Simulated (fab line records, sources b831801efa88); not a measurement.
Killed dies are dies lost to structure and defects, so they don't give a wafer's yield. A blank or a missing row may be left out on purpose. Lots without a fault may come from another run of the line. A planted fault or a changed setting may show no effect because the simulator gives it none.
Chamber matching | flow sky130 | SKY_VIA1_CMP_24 on cmp-01: 4 sister chambers
The step polishes, stops on SiO2, t overpolish 15 s, target thk 0 nm. 4 wafers are shown with their chamber, then 10 later ones without.

WAFERS WITH THEIR CHAMBER
wafer  | chamber | motor_current_A (A)
L088.2 | 0       | 11.2
L088.5 | 3       | 12.9
L092.1 | 2       | 10.9
L092.3 | 1       | 10.8

WAFERS WITHOUT THEIR CHAMBER
wafer  | motor_current_A (A)
L092.6 | 11.0
L094.3 | 11.2
L094.4 | 11.0
L094.6 | 11.1
L096.1 | 12.1
L096.2 | 11.0
L096.3 | 13.9
L097.3 | 10.7
L097.5 | 11.6
L097.6 | 10.6

WHICH CHAMBER EACH WENT THROUGH
wafer  | from the rows above               | in truth
L092.6 | can't be placed: 2 or 0 or 1      | 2
L094.3 | can't be placed: 0 or 2 or 1      | 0
L094.4 | can't be placed: 2 or 0 or 1      | 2
L094.6 | can't be placed: 0 or 2 or 1      | 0
L096.1 | can't be placed: 3 or 0 or 2 or 1 | 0
L096.2 | can't be placed: 2 or 0 or 1      | 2
L096.3 | 3                                 | 3
L097.3 | can't be placed: 1 or 2 or 0      | 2
L097.5 | can't be placed: 0 or 2 or 1      | 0
L097.6 | can't be placed: 1 or 2 or 0      | 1
Placed correctly: 1 of 10. Can't be placed from these rows: 9 (the true chamber is among the candidates in 9). Placed wrongly: 0.
How it was worked out, from the rows above alone: a wafer's distance from a chamber is the root of the sum, over the readings, of the square of ((its reading less the chamber's mean) divided by the reading's scatter). The wafer belongs to the nearest chamber; if the next one is less than 2 further off, it can't be placed. A chamber's mean is the mean of its shown wafers. The scatter: with one shown wafer a chamber, the root of the mean of the squares of how far each hidden wafer lies from its nearest shown one.
